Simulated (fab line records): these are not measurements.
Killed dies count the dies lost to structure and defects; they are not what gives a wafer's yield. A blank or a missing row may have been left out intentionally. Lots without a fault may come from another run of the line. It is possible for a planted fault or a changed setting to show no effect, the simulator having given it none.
8D (eight disciplines) problem report, filled in by code | flow sky130 | the parts of the form that need people (team, actions taken, sign-off) are left out

1. THE ISSUE
At SKY_PAD_OPEN_PROBE_99, killed_at_M4_up averages 48.8 over 4 wafers from 3 lots, while fault-free wafers read 3.3, standard deviation 1.9. That puts it +24 standard deviations away from the usual mean.
Seen first at day 49 05:42 on prober-01, wafer L453.1. The record holds 33 wafers of 11 lots with a number at this step. Rule for "out", or "out of limits": more than 4 standard deviations from the usual mean. The other wafers with a number count as sound.

2. WHAT THIS IS AND IS NOT
question                    | is                             | is not
which readings at this step | killed_at_M4_up                | killed_at_M0_to_M3, killed at contacts, killed at front end, killed open, killed short, sort_bin_6_memory
which lots                  | L453, L457, L458               | L439, L440, L443, L444, L448, L449, L450, L460
which wafers of those lots  | L453.1, L453.3, L457.3, L458.1 | L453.2, L457.1, L457.4, L458.4, L458.5
read on which tools         | prober-01, prober-02           | -
when                        | from day 49 05:42              | up to then (21 sound wafers); but 8 sound wafers of L453, L457, L458, L460 came after

3. WHAT RULES OUT EACH SUSPECT
Counting: if a tool at a process step up to the reading ran every lot that is out, it stays a suspect. Sound lots after the first of them don't rule it out here, since some wafers of a struck lot are sound.
- rie metal-03 at SKY_METAL4_METAL_ETCH_18 (etches the open film in Cl2/BCl3, stops on SiO2, target depth 845 nm, time 183.1 s): kept. Ran every lot that is out, first one L453 (day 45 19:46); last sound lot up to then L448 (day 44 01:59).
- pvd sputter-03 at SKY_METAL5_SPUTTER_00 (material Ti, target thk 15 nm, time 10 s): kept. Ran every lot that is out, first one L453 (day 46 18:27); last sound lot up to then L450 (day 45 13:42).
- Within rie metal-03 at SKY_METAL4_METAL_ETCH_18: the wafers that are out ran in chamber 1; their sound lot-mates ran in chamber 0.
Remaining after the count are rie metal-03 at SKY_METAL4_METAL_ETCH_18 and pvd sputter-03 at SKY_METAL5_SPUTTER_00.

4. THE CAUSE (what the simulator had put in)
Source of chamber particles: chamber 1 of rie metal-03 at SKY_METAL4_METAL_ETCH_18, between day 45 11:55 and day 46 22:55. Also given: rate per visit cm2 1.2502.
This tool is one of the 2 suspects left after counting.

5. THE CHAIN OF EFFECTS, in route order
Rows list readings where the struck wafers' mean (over those with a number) sits beyond 3 standard deviations from the usual. Only readings whose record carries a usual standard deviation are examined. hours: median over the lots of the time between each lot's start at the first step of this table that gives one and its start at this step. sigmas: the change, counted in usual standard deviations.
hours | step                  | reading              | usual  | on struck wafers | change | sigmas
0     | SKY_PAD_OPEN_PROBE_99 | defect limited yield | 82.5 % | 74.4             | -8.1   | -4.5
0     | SKY_PAD_OPEN_PROBE_99 | killed_at_M4_up      | 3.3    | 48.8             | +45.5  | +24
0     | SKY_PAD_OPEN_PROBE_99 | killed dies          | 86     | 126              | +40    | +4.4
0     | SKY_PAD_OPEN_PROBE_99 | killed on rim        | 17     | 31               | +14    | +3.9
0     | SKY_PAD_OPEN_PROBE_99 | sort_bin_3_pad_short | 0.9 %  | 3.4              | +2.5   | +5.5
0     | SKY_PAD_OPEN_PROBE_99 | sort_bin_5_function  | 10.3 % | 14.9             | +4.6   | +3.3
0     | SKY_PAD_OPEN_PROBE_99 | sort n pass          | 406    | 366              | -40    | -4.4
0     | SKY_PAD_OPEN_PROBE_99 | sort yield pct       | 82.5 % | 74.4             | -8.1   | -4.5
Here are the process steps it includes:
- SKY_PAD_OPEN_PROBE_99

6. WHAT WOULD HAVE CAUGHT IT SOONER
The fault began at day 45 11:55; the first out-of-limits reading in this record came at day 49 05:42, 90 hours later.
Of the tool readings at SKY_METAL4_METAL_ETCH_18 for which the record gives a usual standard deviation, none was out on any struck wafer, so an alarm limit of 4 standard deviations on them would not have fired.
By day 49 05:42 the whole set of lots that are out, 3 in number, had already begun SKY_METAL4_METAL_ETCH_18 on rie metal-03. None of them would have been spared by holding the tool at that moment.
